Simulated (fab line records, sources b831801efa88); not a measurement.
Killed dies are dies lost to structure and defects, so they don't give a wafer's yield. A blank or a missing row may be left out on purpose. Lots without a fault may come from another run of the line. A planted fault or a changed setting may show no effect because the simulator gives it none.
Which tool did it? | flow gf180mcu | 13 lots, 39 wafers sampled, at 6 steps of a route of 602

WHAT THE GAUGES READ, wafer by wafer
GF_NWELL_TW_MEAS_11. Usual: NWELL_TW 1574, standard deviation 13.
lot  | measured    | on            | NWELL_TW                      | flag
L117 | day 3 08:18 | film_metro-04 | 1567 1571 1586                |
L118 | day 3 13:51 | film_metro-03 | 1572 1571 1581                |
L119 | day 3 20:39 | film_metro-01 | 1562 1572 1559                |
L120 | day 3 23:45 | film_metro-04 | 1572 1572 1575                |
L123 | day 4 17:35 | film_metro-03 | 1584 1595 1591                |
L124 | day 5 00:25 | film_metro-03 | 1591 1599 1587                |
L130 | day 6 08:00 | film_metro-03 | 1748 1734 1742 1747 1743 1739 | OFF
L131 | day 6 13:05 | film_metro-01 | 1562 1566 1569                |
L132 | day 6 18:21 | film_metro-04 | 1713 1719 1709 1702 1712 1706 | OFF
L135 | day 7 11:53 | film_metro-03 | 1581 1585 1575                |
L137 | day 7 23:29 | film_metro-01 | 1562 1562 1570                |
L138 | day 8 03:39 | film_metro-04 | 1555 1548 1566                |
L140 | day 8 16:48 | film_metro-04 | 1569 1567 1570                |

GF_VT_IMPLANT_RS_MEAS_47: measures by four-point-probe. Usual: NWELL_RS 487.6 ohm/sq, standard deviation 1.3.
lot  | measured     | on            | NWELL_RS (ohm/sq)                   | flag
L117 | day 7 14:13  | film_metro-01 | 487.2 487.6 486.5                   |
L118 | day 7 20:50  | film_metro-04 | 489.4 487.4 487.7                   |
L119 | day 8 04:23  | film_metro-04 | 487.7 488.2 487.0                   |
L120 | day 8 10:44  | film_metro-04 | 489.1 488.5 487.4                   |
L123 | day 9 08:32  | film_metro-03 | 489.1 487.4 487.4                   |
L124 | day 9 14:40  | film_metro-03 | 487.9 486.8 486.7                   |
L130 | day 11 06:29 | film_metro-04 | 623.2 627.7 623.9 623.5 626.1 624.3 | OFF
L131 | day 11 11:36 | film_metro-04 | 487.1 487.1 487.1                   |
L132 | day 11 19:40 | film_metro-04 | 625.9 626.4 626.8 626.9 625.6 626.2 | OFF
L135 | day 12 14:57 | film_metro-03 | 487.0 487.1 485.9                   |
L137 | day 13 07:58 | film_metro-01 | 488.0 488.1 486.7                   |
L138 | day 13 11:28 | film_metro-01 | 489.2 490.6 487.4                   |
L140 | day 14 02:20 | film_metro-04 | 488.0 486.6 486.1                   |

GF_HV_LDD_CD_MEAS_07: target cd 400 nm. Usual: cd_nm 399.9 nm, standard deviation 2.4.
lot  | measured     | on        | cd_nm (nm)        | flag
L117 | day 10 02:04 | cd_sem-01 | 400.3 399.0 396.4 |
L118 | day 10 10:06 | cd_sem-01 | 401.1 400.0 401.1 |
L119 | day 10 13:52 | cd_sem-02 | 402.2 402.2 404.2 |
L120 | day 10 22:08 | cd_sem-02 | 398.6 397.4 398.3 |
L123 | day 11 23:39 | cd_sem-01 | 403.6 401.5 401.0 |
L124 | day 12 06:07 | cd_sem-02 | 400.3 400.2 400.8 |
L131 | day 14 05:40 | cd_sem-02 | 399.9 397.5 398.5 |
L135 | day 15 12:49 | cd_sem-01 | 399.0 401.6 401.2 |
L137 | day 16 08:25 | cd_sem-01 | 399.0 397.0 400.7 |
L138 | day 16 13:56 | cd_sem-01 | 399.0 398.1 399.8 |
L140 | day 17 03:05 | cd_sem-02 | 396.3 396.9 396.1 |

GF_HV_LDD_OVL_MEAS_08. Usual: HV_LDD_OVL 1.3 nm, standard deviation 1.5.
lot  | measured     | on         | HV_LDD_OVL (nm) | flag
L117 | day 10 02:10 | overlay-01 | 2.1 2.6 1.5     |
L118 | day 10 10:13 | overlay-02 | -0.4 0.0 -1.5   |
L119 | day 10 13:57 | overlay-01 | 1.5 1.8 1.6     |
L120 | day 10 22:13 | overlay-02 | 1.4 1.2 0.4     |
L123 | day 11 23:46 | overlay-01 | 2.2 3.4 1.6     |
L124 | day 12 06:13 | overlay-02 | 2.2 2.3 2.3     |
L131 | day 14 05:47 | overlay-02 | 2.2 2.2 1.5     |
L135 | day 15 12:56 | overlay-02 | 5.3 2.4 4.0     |
L137 | day 16 08:32 | overlay-01 | -1.1 0.6 -0.6   |
L138 | day 16 14:02 | overlay-01 | 1.5 -0.2 -0.5   |
L140 | day 17 03:12 | overlay-01 | 0.7 2.2 0.7     |

WHICH TOOL RAN EACH LOT (tool, then ch and the chambers of the sampled wafers, then the start)
lot  | GF_NWELL_IMPLANT_08            | GF_VT_IMPLANT_DEHYDRATE_33
L117 | implanter-04 ch 0, day 3 07:55 | litho_track-01 ch 0, day 7 05:14
L118 | implanter-03 ch 0, day 3 13:27 | litho_track-04 ch 0, day 7 11:44
L119 | implanter-04 ch 0, day 3 20:17 | litho_track-01 ch 0, day 7 19:20
L120 | implanter-03 ch 0, day 3 23:23 | litho_track-04 ch 0, day 8 01:06
L123 | implanter-03 ch 0, day 4 17:11 | litho_track-01 ch 0, day 8 23:04
L124 | implanter-01 ch 0, day 5 00:02 | litho_track-03 ch 0, day 9 04:37
L130 | implanter-03 ch 0, day 6 07:36 | litho_track-01 ch 0, day 10 20:13
L131 | implanter-04 ch 0, day 6 12:41 | litho_track-04 ch 0, day 11 01:26
L132 | implanter-03 ch 0, day 6 17:57 | litho_track-03 ch 0, day 11 09:00
L135 | implanter-04 ch 0, day 7 11:29 | litho_track-03 ch 0, day 12 04:03
L137 | implanter-04 ch 0, day 7 23:05 | litho_track-01 ch 0, day 12 20:46
L138 | implanter-04 ch 0, day 8 03:16 | litho_track-04 ch 0, day 13 00:30
L140 | implanter-01 ch 0, day 8 16:25 | litho_track-03 ch 0, day 13 15:05
- GF_NWELL_IMPLANT_08
- GF_VT_IMPLANT_DEHYDRATE_33: time 62.6 s.

WHAT THE TOOLS THEMSELVES READ (means of the sampled wafers that have a number; where no wafer has one, the mark that the record gives instead)
GF_NWELL_IMPLANT_08. Usual: tilt_deg 0.005 degrees, standard deviation 0.02.
lot  | tool         | tilt_deg (degrees) | flag
L117 | implanter-04 | 0.001              |
L118 | implanter-03 | 0.028              |
L119 | implanter-04 | -0.001             |
L120 | implanter-03 | 0.027              |
L123 | implanter-03 | 0.004              |
L124 | implanter-01 | 0.024              |
L130 | implanter-03 | 2.824              | OFF
L131 | implanter-04 | 0.005              |
L132 | implanter-03 | 2.863              | OFF
L135 | implanter-04 | 0.004              |
L137 | implanter-04 | -0.002             |
L138 | implanter-04 | -0.000             |
L140 | implanter-01 | -0.020             |

GF_VT_IMPLANT_DEHYDRATE_33. Usual: plate_sensor_t_centre_C 201.07 C, standard deviation 0.01; plate_sensor_t_edge_C 201.56 C, standard deviation 0.01.
lot  | tool           | plate_sensor_t_centre_C (C) | plate_sensor_t_edge_C (C) | flag
L117 | litho_track-01 | 201.06                      | 201.55                    |
L118 | litho_track-04 | 201.08                      | 201.56                    |
L119 | litho_track-01 | 201.07                      | 201.54                    |
L120 | litho_track-04 | 201.08                      | 201.56                    |
L123 | litho_track-01 | 201.07                      | 201.56                    |
L124 | litho_track-03 | 201.08                      | 201.56                    |
L130 | litho_track-01 | 201.07                      | 201.55                    |
L131 | litho_track-04 | 201.08                      | 201.55                    |
L132 | litho_track-03 | 201.07                      | 201.56                    |
L135 | litho_track-03 | 201.08                      | 201.55                    |
L137 | litho_track-01 | 201.07                      | 201.56                    |
L138 | litho_track-04 | 201.07                      | 201.56                    |
L140 | litho_track-03 | 201.07                      | 201.56                    |

THE ANSWER, worked out from the rows above alone
Rule: a lot is off if the mean of its wafers that have a number lies more than 3 standard deviations from the usual mean. A lot without any number at a reading at which 4 lots or more have one is off too. The other lots that the step has rows for count as sound. The gauges are gone through in route order, then the tools' own readings, and for those a lot's mean is taken as printed above. The first step at which some lot is off is used, and at that step the reading that is off furthest; a lot without a number counts as furthest.
Off: L130, L132, at GF_NWELL_TW_MEAS_11 (NWELL_TW).
A tool fits if, at a process step before that reading, it ran every lot that is off, and no sound lot after the first of them. The gauges at GF_NWELL_TW_MEAS_11 aren't tried: what is off there is off at GF_NWELL_IMPLANT_08 too, on other tools, and a gauge's error can't cause that. One fits: implanter-03 at GF_NWELL_IMPLANT_08. Its last sound lot is L123 (day 4 17:11), its first lot that is off L130 (day 6 07:36): a fault that began between those two fits.
The tool's own readings at GF_NWELL_IMPLANT_08 bear it out: on the lots that are off they differ by more than 5 times the standard deviation of the sound lots' means. tilt_deg reads 2.843 degrees there against 0.006 degrees on the sound lots.

WHAT THE SIMULATOR HAD PUT IN
Process parameter drift: implanter-03, from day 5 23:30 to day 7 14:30, at GF_NWELL_IMPLANT_08. Setting tilt_deg, moved by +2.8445, from 0. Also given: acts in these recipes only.
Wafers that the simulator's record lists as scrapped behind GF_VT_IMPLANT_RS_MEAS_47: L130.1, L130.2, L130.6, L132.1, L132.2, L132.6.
Lots struck among those shown: L130, L132. The rule above found the same.
